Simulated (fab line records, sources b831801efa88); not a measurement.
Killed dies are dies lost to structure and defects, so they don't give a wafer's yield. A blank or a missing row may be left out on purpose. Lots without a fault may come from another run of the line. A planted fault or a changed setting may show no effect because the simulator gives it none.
Which tool did it? | flow gf180mcu | 14 lots, 42 wafers sampled, at 5 steps of a route of 602

WHAT THE GAUGES READ, wafer by wafer
GF_M5_OVL_MEAS_08.
lot  | measured     | on         | M5_OVL (nm)
L653 | day 27 01:02 | overlay-01 | -11 -2 -4
L654 | day 27 08:41 | overlay-01 | -6 -7 -8
L657 | day 28 07:25 | overlay-01 | -6 -3 -3
L658 | day 28 20:34 | overlay-02 | -7 -2 -1
L659 | day 28 22:23 | overlay-02 | 3 5 -3
L663 | day 30 04:26 | overlay-02 | -4 -12 -6
L665 | day 30 19:01 | overlay-02 | 1 -2 -9
L667 | day 31 06:35 | overlay-01 | 0 -3 3
L668 | day 31 17:02 | overlay-02 | -10 -5 -10
L669 | day 31 19:47 | overlay-02 | -2 -2 -6
L670 | day 32 03:25 | overlay-01 | -10 -4 -1
L671 | day 32 09:49 | overlay-02 | -12 -20 -4
L672 | day 32 15:14 | overlay-02 | -6 -4 -7
L674 | day 33 00:13 | overlay-01 | -1 2 -4

GF_V5_BOW_MEAS_05.
lot  | measured     | on            | V5_BOW (um)
L653 | day 27 02:26 | film_metro-04 | 127 124 119
L654 | day 27 09:58 | film_metro-03 | 127 134 144
L657 | day 28 08:46 | film_metro-03 | 147 126 140
L658 | day 28 21:57 | film_metro-04 | 159 154 163 - - -
L659 | day 28 23:45 | film_metro-03 | 136 149 146 - - -
L663 | day 30 06:13 | film_metro-04 | 150 148 151
L665 | day 30 20:43 | film_metro-01 | 143 151 144
L667 | day 31 08:16 | film_metro-03 | 118 127 118
L668 | day 31 18:22 | film_metro-03 | 131 134 126
L669 | day 31 21:07 | film_metro-04 | 133 132 138
L670 | day 32 04:42 | film_metro-03 | 145 145 140
L671 | day 32 11:06 | film_metro-04 | 142 139 134
L672 | day 32 16:34 | film_metro-01 | 145 158 162
L674 | day 33 01:30 | film_metro-04 | 132 139 124

GF_V5_OVL_MEAS_15.
lot  | measured     | on         | V5_OVL (nm)
L653 | day 27 22:21 | overlay-02 | 3 1 2
L654 | day 28 06:20 | overlay-02 | 3 2 6
L657 | day 29 03:56 | overlay-02 | -2 0 2
L663 | day 30 23:52 | overlay-02 | 2 9 4
L665 | day 31 14:21 | overlay-02 | 4 3 -5
L667 | day 32 01:28 | overlay-01 | -1 -2 3
L668 | day 32 10:52 | overlay-01 | -4 -5 -1
L669 | day 32 13:38 | overlay-01 | 5 8 12
L670 | day 32 21:30 | overlay-01 | 3 -1 4
L671 | day 33 03:35 | overlay-02 | 4 -6 -5
L672 | day 33 09:05 | overlay-02 | 5 11 12
L674 | day 33 17:04 | overlay-01 | 3 -4 3

WHICH TOOL RAN EACH LOT (tool, then ch and the chambers of the sampled wafers, then the start)
lot  | GF_MIM_SPUTTER_09            | GF_V5_CMP_04
L653 | pvd_sputter-02, day 25 07:05 | cmp-01 ch 1,2,3, day 27 02:13
L654 | pvd_sputter-03, day 25 14:58 | cmp-02 ch 0,1, day 27 09:39
L657 | pvd_sputter-02, day 26 14:59 | cmp-02 ch 0,3, day 28 08:25
L658 | pvd_sputter-03, day 27 03:29 | cmp-02 ch 0,2,3, day 28 21:45
L659 | pvd_sputter-03, day 27 05:14 | cmp-01 ch 1,2, day 28 23:25
L663 | pvd_sputter-01, day 28 14:19 | cmp-01 ch 0,3, day 30 05:55
L665 | pvd_sputter-01, day 29 05:25 | cmp-01 ch 1,2, day 30 20:23
L667 | pvd_sputter-01, day 29 17:59 | cmp-01 ch 0,3, day 31 08:00
L668 | pvd_sputter-02, day 30 05:11 | cmp-02 ch 0,2,3, day 31 18:04
L669 | pvd_sputter-03, day 30 08:05 | cmp-02 ch 1,2, day 31 20:47
L670 | pvd_sputter-01, day 30 15:46 | cmp-02 ch 0,1,2, day 32 04:23
L671 | pvd_sputter-01, day 30 22:10 | cmp-01 ch 1,2,3, day 32 10:48
L672 | pvd_sputter-02, day 31 05:08 | cmp-01 ch 0,3, day 32 16:12
L674 | pvd_sputter-01, day 31 14:56 | cmp-02 ch 0,2,3, day 33 01:12
- GF_MIM_SPUTTER_09: material TiN, target thk 35 nm, time 29.2 s.
- GF_V5_CMP_04: polishes SiO2.

WHAT THE TOOLS THEMSELVES READ (means of the sampled wafers that have a number; where no wafer has one, the mark that the record gives instead)
GF_MIM_SPUTTER_09.
lot  | tool           | throttle_valve_pct (%)
L653 | pvd_sputter-02 | 30.3
L654 | pvd_sputter-03 | 30.0
L657 | pvd_sputter-02 | 30.3
L658 | pvd_sputter-03 | 30.1
L659 | pvd_sputter-03 | 30.2
L663 | pvd_sputter-01 | 29.9
L665 | pvd_sputter-01 | 30.4
L667 | pvd_sputter-01 | 29.8
L668 | pvd_sputter-02 | 30.7
L669 | pvd_sputter-03 | 29.6
L670 | pvd_sputter-01 | 30.6
L671 | pvd_sputter-01 | 29.6
L672 | pvd_sputter-02 | 29.9
L674 | pvd_sputter-01 | 30.1

GF_V5_CMP_04.
lot  | tool   | edge_zone_pressure_frac | head_pressure_psi (psi) | motor_current_A (A)
L653 | cmp-01 | 0.999                   | 4.007                   | 12.3
L654 | cmp-02 | 0.999                   | 4.004                   | 11.8
L657 | cmp-02 | 0.999                   | 4.001                   | 10.6
L658 | cmp-02 | -                       | -                       | -
L659 | cmp-01 | -                       | -                       | -
L663 | cmp-01 | 1.002                   | 3.995                   | 13.1
L665 | cmp-01 | 1.004                   | 3.997                   | 12.2
L667 | cmp-01 | 0.998                   | 3.993                   | 12.7
L668 | cmp-02 | 0.998                   | 4.003                   | 11.1
L669 | cmp-02 | 0.997                   | 4.006                   | 12.6
L670 | cmp-02 | 1.000                   | 4.002                   | 11.9
L671 | cmp-01 | 1.004                   | 4.005                   | 12.4
L672 | cmp-01 | 1.005                   | 4.013                   | 12.6
L674 | cmp-02 | 1.001                   | 3.995                   | 11.1

THE ANSWER, worked out from the rows above alone
Rule: what is usual is taken from the lots themselves. Put in order of their means at a reading, lots are off if they are a third of the lots or fewer, leave a main group of 4 or more, and stand apart from it by a gap of 3 or more times the standard deviation of the main group's means; of several such gaps the widest counts. A main group whose means are all the same, to the digits that the tables above print for the reading, isn't used. A lot without any number at a reading at which 4 lots or more have one is off too. The other lots that the step has rows for count as sound. The gauges are gone through in route order, then the tools' own readings, and for those a lot's mean is taken as printed above. The first step at which some lot is off is used, and at that step the reading that is off furthest; a lot without a number counts as furthest.
Off: L658, L659, at GF_V5_CMP_04 (edge_zone_pressure_frac). Without a number there: L658, L659. The main group: mean 1.000, standard deviation 0.0026.
A tool fits if, at that step or a process step before it, it ran every lot that is off, and no sound lot after the first of them. None of those tried fits.

WHAT THE SIMULATOR HAD PUT IN
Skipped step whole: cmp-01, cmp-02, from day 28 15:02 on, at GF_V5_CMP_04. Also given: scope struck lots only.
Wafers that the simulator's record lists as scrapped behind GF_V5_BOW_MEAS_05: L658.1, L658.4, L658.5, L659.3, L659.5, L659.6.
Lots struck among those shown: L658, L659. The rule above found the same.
